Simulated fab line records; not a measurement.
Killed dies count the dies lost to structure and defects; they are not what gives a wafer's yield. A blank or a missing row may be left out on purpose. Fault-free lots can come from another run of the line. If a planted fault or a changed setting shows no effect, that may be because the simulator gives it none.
fab line records | flow gf180mcu
record lots=14 | wafers=41 | last-day=34
route steps=602 shown HV_LDD@214 NSD@246
lots untouched by any fault: they come from a run of this same line in which no faults occurred
start-h: hours from the record's opening day to when the first of the lot's shown wafers began | wait-h: hours since the lot's step before | " as in the row above | L1.1+2: a row that stands for several wafers | - no value present, or no start provided | * or withheld: withheld | < > ~ a bound
route shown NAME@n: names a module that has steps shown in the file, with the first one's number in the route | usual: mean and standard deviation over wafers with no fault | same: alike in all rows | chamber/n: place in a boat | sites: per-site readings | _std_site: standard deviation across them | _edge_site: mean of outer sites minus mean of inner sites | radius-mm: how far each site lies from the wafer's centre | mask NAME#n: copy n | behind: the last tool/chamber to shape the wafer | hold: cause of the lot's hold/its duration in hours/its outcome | device: whichever transistor did not switch (one of n, p or np) | end of line: the route-end tests of the same wafers | a step without rows: its recipe alone | killed: the dies lost at the first sort to structure and to defects; this is not the yield of the wafer | map: per-die view of a wafer (x killed, . not killed, _ where there is no die)
set.NAME: the setting the step ran with; set.NAME@STEP: the setting that earlier step ran with | model.NAME: the simulator's own value behind a step, which no gauge read
steps of the route over a sample of lots; a table a step, a row a wafer
services: the hour from which a tool's chamber was out of use, counted from the record's first day as start-h (under 0 if before that day), plus the number of hours and why
## steps
# step GF_HV_LDD_TW_MEAS_38
# usual HV_LDD_3_TW=1431/19
lot.wafer | tool          | chamber | start-h | wait-h | HV_LDD_3_TW
L761.2    | film-metro-04 | -       | 252.90  | 0.1    | 1440
L761.5    | "             | -       | "       | "      | 1437
L762.3    | film-metro-01 | -       | 257.96  | 0.1    | 1452
L762.5    | "             | -       | "       | "      | 1456
L762.6    | "             | -       | "       | "      | 1454
L771.2    | film-metro-03 | -       | 335.05  | 0.1    | 1410
L771.4    | "             | -       | "       | "      | 1413
L771.6    | "             | -       | "       | "      | 1399
L772.1    | film-metro-03 | -       | 343.69  | 0.1    | 1412
L772.5    | "             | -       | "       | "      | 1419
L772.6    | "             | -       | "       | "      | 1408
L773.3    | film-metro-01 | -       | 353.66  | 0.1    | 1441
L773.4    | "             | -       | "       | "      | 1446
L773.5    | "             | -       | "       | "      | 1447
L774.2    | film-metro-03 | -       | 355.36  | 0.1    | 1412
L774.3    | "             | -       | "       | "      | 1404
L774.4    | "             | -       | "       | "      | 1418
L775.3    | film-metro-03 | -       | 363.26  | 0.1    | 1412
L775.5    | "             | -       | "       | "      | 1407
L775.6    | "             | -       | "       | "      | 1401
L776.2    | film-metro-01 | -       | 371.06  | 0.1    | 1451
L776.3    | "             | -       | "       | "      | 1444
L776.6    | "             | -       | "       | "      | 1447
L779.2    | film-metro-03 | -       | 389.01  | 0.1    | 1410
L779.3    | "             | -       | "       | "      | 1410
L779.5    | "             | -       | "       | "      | 1406
L780.3    | film-metro-03 | -       | 403.21  | 0.1    | 1411
L780.4    | "             | -       | "       | "      | 1415
L780.5    | "             | -       | "       | "      | 1400
L781.3    | film-metro-04 | -       | 411.72  | 0.1    | 1436
L781.4    | "             | -       | "       | "      | 1428
L781.6    | "             | -       | "       | "      | 1428
L782.2    | film-metro-04 | -       | 426.01  | 0.1    | 1438
L782.5    | "             | -       | "       | "      | 1429
L782.6    | "             | -       | "       | "      | 1432
L783.2    | film-metro-01 | -       | 437.05  | 0.1    | 1446
L783.3    | "             | -       | "       | "      | 1452
L783.5    | "             | -       | "       | "      | 1443
L784.1    | film-metro-03 | -       | 437.45  | 0.1    | 1412
L784.3    | "             | -       | "       | "      | 1414
L784.5    | "             | -       | "       | "      | 1414
# step GF_HV_LDD_RTA_52
# recipe temp-c=1000 | time-s=10 | ambient=N2
# usual lamp-power-pct=36.8/2.2 | wafer_temp_C_max=1004.9/1.3
lot.wafer | tool          | chamber | start-h | wait-h | lamp-power-pct | wafer_temp_C_max
L761.2    | rtp-anneal-01 | 0       | 272.48  | 0.0    | 38.3           | 1004.9
L761.5    | "             | 0       | "       | "      | 38.4           | 1003.8
L762.3    | rtp-anneal-02 | 0       | 277.34  | 0.0    | 33.7           | 1008.2
L762.5    | "             | 0       | "       | "      | 33.7           | 1005.5
L762.6    | "             | 0       | "       | "      | 33.7           | 1005.7
L771.2    | rtp-anneal-01 | 0       | 356.31  | 0.0    | 38.3           | 1004.4
L771.4    | "             | 0       | "       | "      | 38.3           | 1003.9
L771.6    | "             | 0       | "       | "      | 38.4           | 1004.3
L772.1    | rtp-anneal-02 | 0       | 364.85  | 0.0    | 33.7           | 1005.9
L772.5    | "             | 0       | "       | "      | 33.8           | 1005.5
L772.6    | "             | 0       | "       | "      | 33.7           | 1007.0
L773.3    | rtp-anneal-02 | 0       | 374.82  | 0.0    | 33.7           | 1009.6
L773.4    | "             | 0       | "       | "      | 33.7           | 1005.9
L773.5    | "             | 0       | "       | "      | 33.7           | 1005.0
L774.2    | rtp-anneal-01 | 0       | 376.71  | 0.0    | 38.3           | 1003.8
L774.3    | "             | 0       | "       | "      | 38.3           | 1005.2
L774.4    | "             | 0       | "       | "      | 38.3           | 1007.5
L775.3    | rtp-anneal-01 | 0       | 385.05  | 0.0    | 38.3           | 1004.0
L775.5    | "             | 0       | "       | "      | 38.3           | 1004.6
L775.6    | "             | 0       | "       | "      | 38.3           | 1005.3
L776.2    | rtp-anneal-01 | 0       | 393.56  | 0.0    | 38.4           | 1004.2
L776.3    | "             | 0       | "       | "      | 38.4           | 1004.5
L776.6    | "             | 0       | "       | "      | 38.3           | 1003.2
L779.2    | rtp-anneal-01 | 0       | 411.76  | 0.0    | 38.4           | 1005.4
L779.3    | "             | 0       | "       | "      | 38.4           | 1003.3
L779.5    | "             | 0       | "       | "      | 38.4           | 1005.2
L780.3    | rtp-anneal-02 | 0       | 426.42  | 0.0    | 33.7           | 1005.1
L780.4    | "             | 0       | "       | "      | 33.7           | 1005.9
L780.5    | "             | 0       | "       | "      | 33.7           | 1005.4
L781.3    | rtp-anneal-02 | 0       | 435.72  | 0.0    | 33.7           | 1007.0
L781.4    | "             | 0       | "       | "      | 33.7           | 1005.3
L781.6    | "             | 0       | "       | "      | 33.8           | 1004.9
L782.2    | rtp-anneal-01 | 0       | 449.76  | 0.0    | 38.3           | 1005.0
L782.5    | "             | 0       | "       | "      | 38.3           | 1003.9
L782.6    | "             | 0       | "       | "      | 38.3           | 1004.4
L783.2    | rtp-anneal-02 | 0       | 461.41  | 0.0    | 33.7           | 1007.1
L783.3    | "             | 0       | "       | "      | 33.7           | 1005.4
L783.5    | "             | 0       | "       | "      | 33.7           | 1007.3
L784.1    | rtp-anneal-01 | 0       | 462.00  | 0.0    | 38.3           | 1005.8
L784.3    | "             | 0       | "       | "      | 38.4           | 1003.4
L784.5    | "             | 0       | "       | "      | 38.3           | 1004.7
# step GF_HV_LDD_CVD_54
# recipe material=SiO2 | target-thk-nm=10 | precursor=TEOS | temp-c=680 | time-s=75 | pressure-mtorr=400
# usual pressure-mtorr=400.1/0.76 | spike-tc-bottom-C=699.3/2.5 | spike-tc-lower-C=679.6/1.5 | zone-power-centre-pct=10.3/0.73 | zone-power-lower-pct=11.2/1.6
lot.wafer | tool     | chamber | start-h | wait-h | pressure-mtorr | spike-tc-bottom-C | spike-tc-lower-C | zone-power-centre-pct | zone-power-lower-pct
L761.2    | lpcvd-02 | 1       | 272.66  | 0.1    | 399.8          | 698.0             | 682.4            | 11.5                  | 11.1
L761.5    | "        | 1       | "       | "      | 400.4          | 698.9             | 681.3            | 11.5                  | 11.1
L762.3    | lpcvd-02 | 1       | 277.51  | 0.1    | 400.1          | 698.7             | 681.3            | 11.7                  | 11.2
L762.5    | "        | 1       | "       | "      | 400.2          | 698.6             | 681.8            | 11.3                  | 11.2
L762.6    | "        | 1       | "       | "      | 400.8          | 698.9             | 681.8            | 11.3                  | 11.2
L771.2    | lpcvd-01 | 1       | 356.48  | 0.1    | -              | -                 | -                | -                     | -
L771.4    | "        | 1       | "       | "      | -              | -                 | -                | -                     | -
L771.6    | "        | 1       | "       | "      | -              | -                 | -                | -                     | -
L772.1    | lpcvd-01 | 0       | 365.03  | 0.1    | -              | -                 | -                | -                     | -
L772.5    | "        | 0       | "       | "      | -              | -                 | -                | -                     | -
L772.6    | "        | 0       | "       | "      | -              | -                 | -                | -                     | -
L773.3    | lpcvd-01 | 0       | 374.98  | 0.1    | 400.5          | 697.7             | 679.4            | 9.8                   | 10.9
L773.4    | "        | 0       | "       | "      | 399.9          | 697.8             | 678.3            | 9.7                   | 10.9
L773.5    | "        | 0       | "       | "      | 399.8          | 697.7             | 678.3            | 9.7                   | 10.7
L774.2    | lpcvd-01 | 0       | 376.88  | 0.1    | 399.1          | 697.5             | 678.3            | 9.9                   | 10.9
L774.3    | "        | 0       | "       | "      | 400.2          | 697.9             | 679.8            | 9.8                   | 10.7
L774.4    | "        | 0       | "       | "      | 400.3          | 698.2             | 678.8            | 9.7                   | 10.9
L775.3    | lpcvd-02 | 0       | 385.22  | 0.1    | 400.9          | 697.8             | 678.3            | 10.6                  | 9.6
L775.5    | "        | 0       | "       | "      | 400.9          | 697.8             | 679.5            | 10.6                  | 9.7
L775.6    | "        | 0       | "       | "      | 399.6          | 700.5             | 678.9            | 10.6                  | 9.6
L776.2    | lpcvd-01 | 1       | 393.73  | 0.1    | 399.7          | 703.5             | 679.7            | 9.6                   | 14.2
L776.3    | "        | 1       | "       | "      | 399.4          | 705.1             | 680.7            | 9.5                   | 14.2
L776.6    | "        | 1       | "       | "      | 400.5          | 702.1             | 680.4            | 9.5                   | 13.9
L779.2    | lpcvd-02 | 0       | 411.93  | 0.1    | 400.3          | 696.1             | 679.8            | 10.8                  | 9.6
L779.3    | "        | 0       | "       | "      | 399.6          | 698.1             | 680.3            | 10.8                  | 9.7
L779.5    | "        | 0       | "       | "      | 399.8          | 698.2             | 676.4            | 10.8                  | 9.7
L780.3    | lpcvd-02 | 1       | 427.57  | 1.0    | 400.4          | 697.7             | 682.4            | 11.5                  | 11.1
L780.4    | "        | 1       | "       | "      | 400.4          | 698.8             | 682.9            | 11.5                  | 11.0
L780.5    | "        | 1       | "       | "      | 400.1          | 696.5             | 682.2            | 11.3                  | 11.1
L781.3    | lpcvd-02 | 0       | 435.88  | 0.1    | 401.4          | 698.2             | 678.6            | 10.8                  | 9.4
L781.4    | "        | 0       | "       | "      | 400.1          | 697.1             | 677.6            | 10.6                  | 9.7
L781.6    | "        | 0       | "       | "      | 401.5          | 698.9             | 680.0            | 10.7                  | 9.7
L782.2    | lpcvd-01 | 0       | 449.93  | 0.1    | 400.9          | 698.7             | 680.0            | 9.8                   | 10.8
L782.5    | "        | 0       | "       | "      | 400.4          | 696.9             | 677.0            | 9.9                   | 10.9
L782.6    | "        | 0       | "       | "      | 400.0          | 698.0             | 677.6            | 10.0                  | 10.9
L783.2    | lpcvd-01 | 0       | 461.58  | 0.1    | 400.6          | 698.7             | 679.3            | 9.9                   | 10.8
L783.3    | "        | 0       | "       | "      | 399.9          | 698.7             | 677.5            | 9.9                   | 10.8
L783.5    | "        | 0       | "       | "      | 401.2          | 698.3             | 679.0            | 9.8                   | 10.9
L784.1    | lpcvd-02 | 1       | 462.19  | 0.1    | 399.2          | 698.6             | 682.8            | 11.2                  | 10.9
L784.3    | "        | 1       | "       | "      | 400.0          | 697.3             | 682.5            | 11.4                  | 11.0
L784.5    | "        | 1       | "       | "      | 399.0          | 699.1             | 682.1            | 11.4                  | 10.9
# step GF_NSD_STRIP_11
# recipe chemistry=O2/N2 | power-w=1400 | pressure-mtorr=1500 | platen-temp-c=250 | o2-flow-sccm=3000 | n2-flow-sccm=300 | overash-fraction=0.5
# usual chamber-pressure-mTorr=1500.1/1.4 | drypump-motor-current-A=5.6/0.31 | heater-power-w=356/70 | oes-product-au=0.487/0.0045 | strip-time-to-endpoint-s=22.97/0.043
lot.wafer | tool            | chamber | start-h | wait-h | chamber-pressure-mTorr | drypump-motor-current-A | heater-power-w | oes-product-au | rf-hours-counter-h | strip-time-to-endpoint-s
L761.2    | plasma-asher-01 | 1       | 295.43  | 0.1    | 1497.9                 | 5.8                     | 339            | 0.491          | 19                 | 22.95
L761.5    | "               | 1       | "       | "      | 1500.2                 | 5.8                     | 332            | 0.483          | -                  | 22.95
L762.3    | plasma-asher-04 | 0       | 300.29  | 0.1    | 1497.7                 | 5.5                     | 293            | 0.498          | -                  | 22.97
L762.5    | "               | 1       | "       | "      | 1498.1                 | 6.2                     | 294            | 0.495          | -                  | 22.97
L762.6    | "               | 0       | "       | "      | 1500.6                 | 5.5                     | 301            | 0.488          | -                  | 23.03
L773.3    | plasma-asher-01 | 1       | 398.88  | 0.1    | 1499.8                 | 5.8                     | 333            | 0.484          | -                  | 22.94
L773.4    | "               | 0       | "       | "      | 1500.6                 | 5.9                     | 510            | 0.487          | -                  | 22.95
L773.5    | "               | 1       | "       | "      | 1498.1                 | 5.8                     | 328            | 0.491          | -                  | 22.99
L774.2    | plasma-asher-03 | 1       | 400.95  | 0.1    | 1500.8                 | 5.2                     | 323            | 0.479          | 78                 | 22.98
L774.3    | "               | 0       | "       | "      | 1499.9                 | 5.4                     | 353            | 0.487          | -                  | 22.89
L774.4    | "               | 1       | "       | "      | 1499.1                 | 5.2                     | 323            | 0.478          | -                  | 22.88
L775.3    | plasma-asher-03 | 0       | 411.58  | 0.1    | 1498.1                 | 5.4                     | 360            | 0.485          | -                  | 22.92
L775.5    | "               | 0       | "       | "      | 1498.3                 | 5.4                     | 358            | 0.488          | -                  | 22.96
L775.6    | "               | 1       | "       | "      | 1498.7                 | 5.2                     | 334            | 0.479          | -                  | 22.97
L776.2    | plasma-asher-03 | 0       | 420.37  | 0.1    | 1499.5                 | 5.4                     | 363            | 0.480          | 81                 | 22.96
L776.3    | "               | 0       | "       | "      | 1500.7                 | 5.4                     | 358            | 0.488          | -                  | 22.95
L776.6    | "               | 1       | "       | "      | 1500.8                 | 5.2                     | 327            | 0.484          | -                  | 22.97
L779.2    | plasma-asher-03 | 0       | 437.72  | 0.1    | 1498.9                 | 5.4                     | 347            | 0.489          | 83                 | 22.93
L779.3    | "               | 1       | "       | "      | 1500.5                 | 5.2                     | 332            | 0.482          | -                  | 22.92
L779.5    | "               | 0       | "       | "      | 1498.3                 | 5.4                     | 363            | 0.491          | -                  | 22.95
L780.3    | plasma-asher-04 | 1       | 454.53  | 0.1    | 1502.0                 | 6.1                     | 288            | 0.491          | -                  | 22.98
L780.4    | "               | 0       | "       | "      | 1500.5                 | 5.5                     | 304            | 0.489          | -                  | 23.03
L780.5    | "               | 1       | "       | "      | 1500.0                 | 6.2                     | 294            | 0.489          | -                  | 22.97
L781.3    | plasma-asher-01 | 0       | 462.93  | 0.1    | 1502.3                 | 5.9                     | 510            | 0.491          | -                  | 22.95
L781.4    | "               | 1       | "       | "      | 1501.1                 | 5.8                     | 330            | 0.490          | -                  | 22.93
L781.6    | "               | 1       | "       | "      | 1499.9                 | 5.8                     | 348            | 0.482          | -                  | 22.97
L782.2    | plasma-asher-03 | 1       | 476.77  | 0.1    | 1500.4                 | 5.2                     | 325            | 0.479          | 87                 | 22.99
L782.5    | "               | 0       | "       | "      | 1500.4                 | 5.4                     | 360            | 0.487          | -                  | 22.98
L782.6    | "               | 1       | "       | "      | 1502.2                 | 5.2                     | 327            | 0.492          | -                  | 22.97
L783.2    | plasma-asher-01 | 0       | 488.42  | 0.1    | 1501.7                 | 5.9                     | 499            | 0.489          | 40                 | 23.06
L783.3    | "               | 0       | "       | "      | 1498.7                 | 5.9                     | 508            | 0.487          | -                  | 22.99
L783.5    | "               | 1       | "       | "      | 1501.6                 | 5.8                     | 338            | 0.494          | -                  | 23.05
L784.1    | plasma-asher-03 | 1       | 489.99  | 0.1    | 1501.7                 | 5.2                     | 324            | 0.484          | 88                 | 22.93
L784.3    | "               | 1       | "       | "      | 1501.0                 | 5.2                     | 325            | 0.489          | -                  | 22.93
L784.5    | "               | 1       | "       | "      | 1498.5                 | 5.2                     | 333            | 0.491          | -                  | 22.91
## services
tool            | chamber | start-h | hours | kind
plasma-asher-01 | -       | 303.10  | 2.1   | repair
plasma-asher-01 | -       | 308.75  | 2.6   | repair
plasma-asher-04 | -       | 312.45  | 6.5   | repair
plasma-asher-04 | -       | 343.88  | 4.1   | repair
plasma-asher-01 | -       | 346.48  | 0.9   | repair
plasma-asher-03 | -       | 355.49  | 0.7   | repair
plasma-asher-04 | -       | 378.31  | 2.8   | pm
lpcvd-01        | -       | 383.10  | 4.3   | pm
plasma-asher-04 | -       | 409.75  | 14.6  | pm
lpcvd-01        | -       | 440.72  | 0.9   | repair
plasma-asher-03 | -       | 443.78  | 4.1   | repair
lpcvd-01        | -       | 480.65  | 0.8   | repair
## key
first-sign step=GF_HV_LDD_CVD_54 | reading=tool-record | direction=missing
effect none on later readings
met-at GF_HV_LDD_CVD_54
struck-lots L771,L772
later-rows-left-out L771.2,L771.4,L771.6,L772.1,L772.5,L772.6
sort-left-out L771.2,L771.4,L771.6,L772.1,L772.5,L772.6
tester-left-out L771,L772
not-acting-at GF_HV_LDD_TW_MEAS_38,GF_HV_LDD_RTA_52,GF_NSD_STRIP_11
fault kind=skipped-step-whole | tool=lpcvd-01 | chamber=- | onset-h=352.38 | steps=GF_HV_LDD_CVD_54 | scope=struck-lots-only
# tester-left-out: of these lots the tester's yield and bins aren't shown, on N5 and GAA mostly nor the transistor test; their killed dies are dies lost to structure and defects alone, not to doping, threshold or leakage, so they don't give the yield
# sort-left-out: the simulated sort isn't trusted on such a fault, so these wafers' sort isn't shown, and their yield isn't known
# later-rows-left-out: the simulator's readings of these wafers behind a module that went badly wrong aren't trusted and aren't shown, but for the sort
